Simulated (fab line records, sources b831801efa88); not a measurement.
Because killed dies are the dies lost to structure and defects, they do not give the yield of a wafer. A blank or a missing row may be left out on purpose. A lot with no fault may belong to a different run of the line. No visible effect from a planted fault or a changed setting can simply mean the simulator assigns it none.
The tool behind it: which one? | flow sky130 | at 1 step of a route of 708, 24 lots with 72 wafers sampled

== WHAT THE GAUGES SHOWED, per wafer ==
SKY_VIA1_BOW_MEAS_03.
lot  | measured     | on            | VIA1_BOW (um)
L074 | day 32 16:35 | film-metro-03 | 83 86 85
L075 | day 33 05:03 | film-metro-04 | 74 82 87
L076 | day 33 12:46 | film-metro-02 | 78 73 74
L077 | day 33 17:25 | film-metro-04 | 86 97 78
L078 | day 34 10:16 | film-metro-04 | 82 76 86
L079 | day 34 16:01 | film-metro-04 | 85 73 72
L080 | day 34 18:57 | film-metro-04 | 85 88 77
L081 | day 35 08:21 | film-metro-04 | 83 75 82
L082 | day 35 10:19 | film-metro-02 | 64 70 66
L083 | day 35 15:17 | film-metro-03 | 74 82 77
L084 | day 36 09:34 | film-metro-02 | 76 78 76
L085 | day 36 10:21 | film-metro-04 | 85 75 75
L086 | day 36 19:32 | film-metro-03 | 80 74 78
L087 | day 37 00:29 | film-metro-03 | 81 83 80
L088 | day 37 02:36 | film-metro-02 | 74 75 75
L089 | day 37 13:20 | film-metro-03 | 88 77 94
L090 | day 37 21:47 | film-metro-02 | 82 86 81
L091 | day 38 12:58 | film-metro-02 | 85 71 86
L092 | day 38 22:12 | film-metro-04 | 85 76 85
L093 | day 39 00:19 | film-metro-02 | 80 76 74
L094 | day 39 03:51 | film-metro-03 | 85 76 85
L095 | day 39 04:32 | film-metro-02 | 84 90 76
L096 | day 39 08:21 | film-metro-03 | 84 86 82
L097 | day 39 14:40 | film-metro-04 | 88 64 81

== TOOL THAT RAN EACH LOT (tool first, then ch and the chambers of the sampled wafers, then the start) ==
The record shows no process step preceding these readings.

== WHAT THE TOOLS THEMSELVES READ (means of the sampled wafers that have a number; where no wafer has one, the mark that the record gives instead) ==
The record holds no such reading with a usual standard deviation.

== THE ANSWER, worked out from the rows above alone ==
Rule: usual is defined by the lots themselves. Put in order of their means at a reading, lots are off if they are a third of the lots or fewer, leave a main group of 4 or more, and stand apart from it by a gap of 3 or more times the standard deviation of the main group's means; of several such gaps the widest counts. A main group whose means are all the same, to the digits that the tables above print for the reading, isn't used. Also off: a lot with no number at a reading for which 4 or more lots have one. The other lots that the step has rows for count as sound. The gauges are gone through in route order, then the tools' own readings, and for those a lot's mean is taken as printed above. The first step at which some lot is off is used, and at that step the reading that is off furthest; a lot without a number counts as furthest.
Nothing can be told from this: no lot is off at any reading shown.

== WHAT THE SIMULATOR HAD PUT IN ==
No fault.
